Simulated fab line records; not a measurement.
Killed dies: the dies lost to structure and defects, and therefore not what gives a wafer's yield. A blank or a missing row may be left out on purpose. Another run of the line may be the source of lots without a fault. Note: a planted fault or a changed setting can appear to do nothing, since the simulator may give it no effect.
Chamber matching | flow gf180mcu | GF_V1_CVD_02 on pecvd-03: 3 sister chambers
The step deposits SiO2 from TEOS, target thk 850 nm, time 94.851 s. 3 wafers are shown with their chamber, then 7 later ones without.

WAFERS, EACH WITH ITS CHAMBER
wafer  | chamber | heater-power-w (W)
L647.5 | 2       | 638
L649.1 | 1       | 689
L649.3 | 0       | 601

WAFERS WITH NO CHAMBER GIVEN
wafer  | heater-power-w (W)
L649.4 | 503
L650.2 | 624
L650.3 | 598
L650.6 | 632
L655.1 | 729
L655.2 | 600
L655.3 | 600

EACH ONE'S CHAMBER
wafer  | from the rows above          | in truth
L649.4 | can't be placed: 0 or 2      | 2
L650.2 | can't be placed: 2 or 0 or 1 | 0
L650.3 | can't be placed: 0 or 2      | 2
L650.6 | can't be placed: 2 or 0 or 1 | 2
L655.1 | can't be placed: 1 or 2      | 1
L655.2 | can't be placed: 0 or 2      | 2
L655.3 | can't be placed: 0 or 2      | 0
0 of 7 placed correctly. From these rows, 7 cannot be placed; in 7 the true chamber is one of the candidates. Wrongly placed: 0.
How it was worked out, from the rows above alone: a wafer's distance from a chamber is the root of the sum, over the readings, of the square of ((its reading less the chamber's mean) divided by the reading's scatter). The wafer belongs to the nearest chamber; if the next one is less than 2 further off, it can't be placed. Each chamber's mean is taken over the wafers shown for it. The scatter: root of mean squared gap, hidden wafer to nearest shown wafer, with one shown wafer a chamber.
